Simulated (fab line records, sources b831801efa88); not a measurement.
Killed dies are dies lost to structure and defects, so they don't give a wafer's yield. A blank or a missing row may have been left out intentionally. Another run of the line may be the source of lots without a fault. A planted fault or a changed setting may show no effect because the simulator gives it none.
Split-lot study -- flow gf180mcu -- 5 lots, 23 wafers read, on a route of 602 steps

ABOUT THE SPLIT
At GF_MIM_SPUTTER_02 (material AlCu, target thk 450 nm, time 23.9 s), the setting time-s was moved away from the recipe's 23.9 s on 6 of the 23 wafers read, by -7.8% to +12.9%. This setting was run at the recipe's value on the other wafers.

FROM THE SPLIT TO THE READING: what the file shows between them, 5 steps
- GF_MIM_SPUTTER_08: material AlCu, target thk 200 nm, time 10.6 s (also split here: power-w)
- GF_MIM_SPUTTER_09: material TiN, target thk 35 nm, time 29.2 s
- GF_MIM_RS_MEAS_10: measures by four-point-probe
- GF_MIM_THK_MEAS_11: measures by xrf
- GF_MIM_METAL_ETCH_19: etches the open film in Cl2/BCl3, stops on Si3N4, target depth 324.5 nm, time 54.1 s (also split here: time-s)

THE READING
oes-product-au, in a.u., at GF_M5_METAL_ETCH_10 (etches the open film in Cl2/BCl3, stops on SiO2, target depth 627.5 nm, time 104.6 s). On this fab line, fault-free wafers typically give 0.972 a.u. with a standard deviation of 0.0069 a.u.

wafer,"tool, chamber at the split","time-s as run, s",against the recipe,"oes-product-au, a.u.",against lot-mates on the recipe
L076.1,"pvd-sputter-02, -",26.99,+12.9%,1.013,+0.042
L076.2,"pvd-sputter-02, -",23.9,recipe,0.970,-
L076.3,"pvd-sputter-02, -",26.99,+12.9%,1.018,+0.047
L076.5,"pvd-sputter-02, -",23.9,recipe,0.972,-
L076.6,"pvd-sputter-02, -",26.99,+12.9%,0.989,+0.018
L078.1,"pvd-sputter-01, -",23.9,recipe,0.979,-
L078.2,"pvd-sputter-01, -",23.9,recipe,0.970,-
L078.3,"pvd-sputter-01, -",23.9,recipe,0.976,-
L078.4,"pvd-sputter-01, -",23.9,recipe,0.966,-
L078.6,"pvd-sputter-01, -",23.9,recipe,0.971,-
L080.1,"pvd-sputter-02, -",23.9,recipe,0.976,-
L080.3,"pvd-sputter-02, -",23.9,recipe,0.982,-
L080.5,"pvd-sputter-02, -",23.9,recipe,0.973,-
L081.1,"pvd-sputter-01, -",23.9,recipe,0.961,-
L081.2,"pvd-sputter-01, -",23.9,recipe,0.957,-
L081.3,"pvd-sputter-01, -",23.9,recipe,0.959,-
L081.4,"pvd-sputter-01, -",23.9,recipe,0.972,-
L081.6,"pvd-sputter-01, -",23.9,recipe,0.958,-
L085.1,"pvd-sputter-02, -",22.04,-7.8%,0.946,-0.030
L085.2,"pvd-sputter-02, -",23.9,recipe,0.977,-
L085.3,"pvd-sputter-02, -",22.04,-7.8%,0.938,-0.038
L085.5,"pvd-sputter-02, -",23.9,recipe,0.974,-
L085.6,"pvd-sputter-02, -",22.04,-7.8%,0.945,-0.031

FIT RESULTS
A straight line over all 23 wafers: oes-product-au changes by +0.00302 a.u. for each +1% of time-s; r = +0.90; the points scatter about the line by 0.0084 a.u.
The same after taking each lot's own level away (the mean of its wafers on the recipe; 23 wafers): +0.00317 a.u. for each +1%; r = +0.93; scatter 0.007 a.u.
According to that fit, moving time-s by its largest amount changes the reading by 0.041 a.u.
Across the lots, their own levels run from 0.9614 to 0.9770 a.u., a range of 2.3 times the standard deviation given above.
The two slopes are in agreement: the lot-to-lot level therefore moves the slope only a little.
Check: with one of the wafers moved furthest among these (+12.9%) left out of the fit, the line predicts +0.0384 a.u. for it against its lot-mates. It came out at +0.042 a.u. against them.

THE OTHER SPLITS THESE WAFERS WENT THROUGH
Before the reading, these wafers also passed through other splits. Each is held against what the fit with the lots' levels taken away leaves over:
other split on the same wafers,wafers away from the commonest value,r with oes-product-au (lot level and that fit taken away)
GF_V3_CVD_23 temp-c,11,+0.32
GF_M4_SPUTTER_00 time-s,9,+0.10
GF_M4_METAL_ETCH_16 time-s,10,+0.01
GF_V4_COAT_09 resist-thk-nm,6,+0.07
GF_V4_SPUTTER_21 time-s,8,-0.06
GF_MIM_SPUTTER_08 power-w,10,-0.09
GF_MIM_METAL_ETCH_19 time-s,6,+0.13

THE WHOLE CHAIN: every reading that the file lists as answering this split, in the file's order
step,what it does,reading,change (the file's fit),r (the file's)
GF_MIM_SPUTTER_02,"material AlCu, target thk 450 nm, time 23.9 s","AlCu_of_MIM_SPUTTER_02.thk-nm (the simulator's own value, which no gauge read)",+4.79 nm for each +1% of the setting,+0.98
GF_M5_METAL_ETCH_10,"etches the open film in Cl2/BCl3, stops on SiO2, target depth 627.5 nm, time 104.6 s",oes-product-au,+0.00315 a.u. for each +1% of the setting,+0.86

THE FILE'S OWN FIT
oes-product-au changes by +0.00315 a.u. for each +1% of time-s, r = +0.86.
